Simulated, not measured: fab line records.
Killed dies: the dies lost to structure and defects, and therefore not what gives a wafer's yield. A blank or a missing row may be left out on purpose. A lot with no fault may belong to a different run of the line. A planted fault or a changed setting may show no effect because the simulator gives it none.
Matching of chambers :: flow gf180mcu :: 4 sister chambers for GF_V4_CMP_04 on cmp-01
The step polishes SiO2. 33 wafers are shown with their chamber, then 12 later ones without.

EACH WAFER AND ITS CHAMBER
wafer: L074.2
chamber: 1
motor-current-A (A): 13.1
slurry-filter-dp-kPa (kPa): 13.64
platen-rpm (rpm): 59.98

wafer: L074.3
chamber: 3
motor-current-A (A): 13.3
slurry-filter-dp-kPa (kPa): 13.55
platen-rpm (rpm): 60.00

wafer: L074.5
chamber: 3
motor-current-A (A): 13.2
slurry-filter-dp-kPa (kPa): 13.52
platen-rpm (rpm): 60.08

wafer: L076.1
chamber: 0
motor-current-A (A): 12.5
slurry-filter-dp-kPa (kPa): 13.36
platen-rpm (rpm): 59.97

wafer: L076.3
chamber: 2
motor-current-A (A): 11.9
slurry-filter-dp-kPa (kPa): 13.39
platen-rpm (rpm): 60.00

wafer: L076.4
chamber: 1
motor-current-A (A): 13.2
slurry-filter-dp-kPa (kPa): 13.55
platen-rpm (rpm): 60.01

wafer: L077.2
chamber: 2
motor-current-A (A): 12.1
slurry-filter-dp-kPa (kPa): 13.51
platen-rpm (rpm): 60.08

wafer: L077.4
chamber: 0
motor-current-A (A): 12.8
slurry-filter-dp-kPa (kPa): 13.49
platen-rpm (rpm): 59.99

wafer: L077.6
chamber: 1
motor-current-A (A): 12.8
slurry-filter-dp-kPa (kPa): 13.37
platen-rpm (rpm): 59.87

wafer: L078.1
chamber: 2
motor-current-A (A): 12.6
slurry-filter-dp-kPa (kPa): 13.45
platen-rpm (rpm): 60.01

wafer: L078.3
chamber: 3
motor-current-A (A): 13.2
slurry-filter-dp-kPa (kPa): 13.61
platen-rpm (rpm): 59.99

wafer: L078.5
chamber: 0
motor-current-A (A): 12.0
slurry-filter-dp-kPa (kPa): 13.48
platen-rpm (rpm): 60.05

wafer: L079.1
chamber: 0
motor-current-A (A): 12.5
slurry-filter-dp-kPa (kPa): 13.20
platen-rpm (rpm): 60.06

wafer: L079.4
chamber: 1
motor-current-A (A): 13.2
slurry-filter-dp-kPa (kPa): 13.17
platen-rpm (rpm): 59.94

wafer: L079.6
chamber: 3
motor-current-A (A): 13.1
slurry-filter-dp-kPa (kPa): 13.49
platen-rpm (rpm): 60.03

wafer: L083.1
chamber: 1
motor-current-A (A): 13.7
slurry-filter-dp-kPa (kPa): 13.16
platen-rpm (rpm): 60.05

wafer: L083.2
chamber: 0
motor-current-A (A): 12.9
slurry-filter-dp-kPa (kPa): 13.39
platen-rpm (rpm): 60.02

wafer: L083.6
chamber: 0
motor-current-A (A): 12.7
slurry-filter-dp-kPa (kPa): 13.50
platen-rpm (rpm): 60.00

wafer: L086.1
chamber: 0
motor-current-A (A): 12.4
slurry-filter-dp-kPa (kPa): 13.53
platen-rpm (rpm): 59.95

wafer: L086.4
chamber: 3
motor-current-A (A): 12.8
slurry-filter-dp-kPa (kPa): 13.49
platen-rpm (rpm): 60.00

wafer: L086.6
chamber: 1
motor-current-A (A): 13.7
slurry-filter-dp-kPa (kPa): 13.37
platen-rpm (rpm): 59.96

wafer: L085.2
chamber: 1
motor-current-A (A): 13.1
slurry-filter-dp-kPa (kPa): 13.31
platen-rpm (rpm): 59.94

wafer: L085.3
chamber: 2
motor-current-A (A): 12.7
slurry-filter-dp-kPa (kPa): 13.42
platen-rpm (rpm): 60.09

wafer: L085.6
chamber: 1
motor-current-A (A): 13.5
slurry-filter-dp-kPa (kPa): 13.57
platen-rpm (rpm): 59.98

wafer: L087.3
chamber: 2
motor-current-A (A): 12.5
slurry-filter-dp-kPa (kPa): 13.46
platen-rpm (rpm): 60.00

wafer: L087.5
chamber: 0
motor-current-A (A): 12.4
slurry-filter-dp-kPa (kPa): 13.30
platen-rpm (rpm): 60.01

wafer: L087.6
chamber: 1
motor-current-A (A): 13.4
slurry-filter-dp-kPa (kPa): 13.27
platen-rpm (rpm): 59.99

wafer: L088.1
chamber: 1
motor-current-A (A): 13.4
slurry-filter-dp-kPa (kPa): 13.61
platen-rpm (rpm): 60.05

wafer: L088.2
chamber: 2
motor-current-A (A): 12.1
slurry-filter-dp-kPa (kPa): 13.43
platen-rpm (rpm): 60.05

wafer: L088.3
chamber: 3
motor-current-A (A): 13.2
slurry-filter-dp-kPa (kPa): 13.44
platen-rpm (rpm): 60.01

wafer: L090.1
chamber: 2
motor-current-A (A): 12.1
slurry-filter-dp-kPa (kPa): 13.56
platen-rpm (rpm): 60.00

wafer: L090.2
chamber: 1
motor-current-A (A): 13.1
slurry-filter-dp-kPa (kPa): 13.29
platen-rpm (rpm): 60.01

wafer: L090.3
chamber: 3
motor-current-A (A): 13.8
slurry-filter-dp-kPa (kPa): 13.51
platen-rpm (rpm): 60.01

SIGNATURES (averages over the wafers above)
reading: motor-current-A
chamber 0: 12.525
chamber 1: 13.291
chamber 2: 12.286
chamber 3: 13.229
scatter within a chamber: 0.289

reading: slurry-filter-dp-kPa
chamber 0: 13.4062
chamber 1: 13.3918
chamber 2: 13.4600
chamber 3: 13.5157
scatter within a chamber: 0.122

reading: platen-rpm
chamber 0: 60.0063
chamber 1: 59.9800
chamber 2: 60.0329
chamber 3: 60.0171
scatter within a chamber: 0.0425
Rule: for each reading, subtract the chamber's mean from the wafer's reading, divide by that reading's scatter and square the result; add these up over the readings and take the root, which gives the wafer's distance from the chamber. The wafer belongs to the nearest chamber; if the next one is less than 2 further off, it can't be placed. The scatter: take each reading less its chamber's mean, square it, sum over the shown wafers, divide by the number of wafers less the number of chambers, and take the root.

WAFERS MISSING THEIR CHAMBER
wafer: L091.2
motor-current-A (A): 12.3
slurry-filter-dp-kPa (kPa): 13.38
platen-rpm (rpm): 60.03

wafer: L091.3
motor-current-A (A): 12.2
slurry-filter-dp-kPa (kPa): 13.61
platen-rpm (rpm): 60.04

wafer: L091.5
motor-current-A (A): 13.1
slurry-filter-dp-kPa (kPa): 13.55
platen-rpm (rpm): 60.08

wafer: L092.2
motor-current-A (A): 13.0
slurry-filter-dp-kPa (kPa): 13.34
platen-rpm (rpm): 59.93

wafer: L092.5
motor-current-A (A): 13.1
slurry-filter-dp-kPa (kPa): 13.62
platen-rpm (rpm): 60.03

wafer: L092.6
motor-current-A (A): 12.6
slurry-filter-dp-kPa (kPa): 13.62
platen-rpm (rpm): 60.02

wafer: L093.2
motor-current-A (A): 13.2
slurry-filter-dp-kPa (kPa): 13.57
platen-rpm (rpm): 59.96

wafer: L093.3
motor-current-A (A): 12.5
slurry-filter-dp-kPa (kPa): 13.60
platen-rpm (rpm): 60.08

wafer: L093.4
motor-current-A (A): 12.6
slurry-filter-dp-kPa (kPa): 13.31
platen-rpm (rpm): 60.09

wafer: L096.2
motor-current-A (A): 13.6
slurry-filter-dp-kPa (kPa): 13.52
platen-rpm (rpm): 59.90

wafer: L096.3
motor-current-A (A): 12.1
slurry-filter-dp-kPa (kPa): 13.14
platen-rpm (rpm): 59.99

wafer: L096.4
motor-current-A (A): 11.4
slurry-filter-dp-kPa (kPa): 13.44
platen-rpm (rpm): 60.07

THE CHAMBER EACH PASSED THROUGH
wafer: L091.2
from the rows above: can't be placed: 2 or 0
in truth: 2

wafer: L091.3
from the rows above: can't be placed: 2 or 0
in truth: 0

wafer: L091.5
from the rows above: can't be placed: 3 or 1 or 0 or 2
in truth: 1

wafer: L092.2
from the rows above: can't be placed: 1 or 0 or 3 or 2
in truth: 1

wafer: L092.5
from the rows above: can't be placed: 3 or 1 or 0
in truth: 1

wafer: L092.6
from the rows above: can't be placed: 2 or 0 or 3 or 1
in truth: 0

wafer: L093.2
from the rows above: can't be placed: 3 or 1 or 0
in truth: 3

wafer: L093.3
from the rows above: can't be placed: 2 or 0 or 3
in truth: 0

wafer: L093.4
from the rows above: can't be placed: 2 or 0 or 3 or 1
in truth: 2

wafer: L096.2
from the rows above: can't be placed: 1 or 3
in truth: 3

wafer: L096.3
from the rows above: can't be placed: 0 or 2 or 1
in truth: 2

wafer: L096.4
from the rows above: can't be placed: 2 or 0
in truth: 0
0 of 12 placed correctly. From these rows, 12 cannot be placed; in 12 the true chamber is one of the candidates. Placed wrongly: 0.
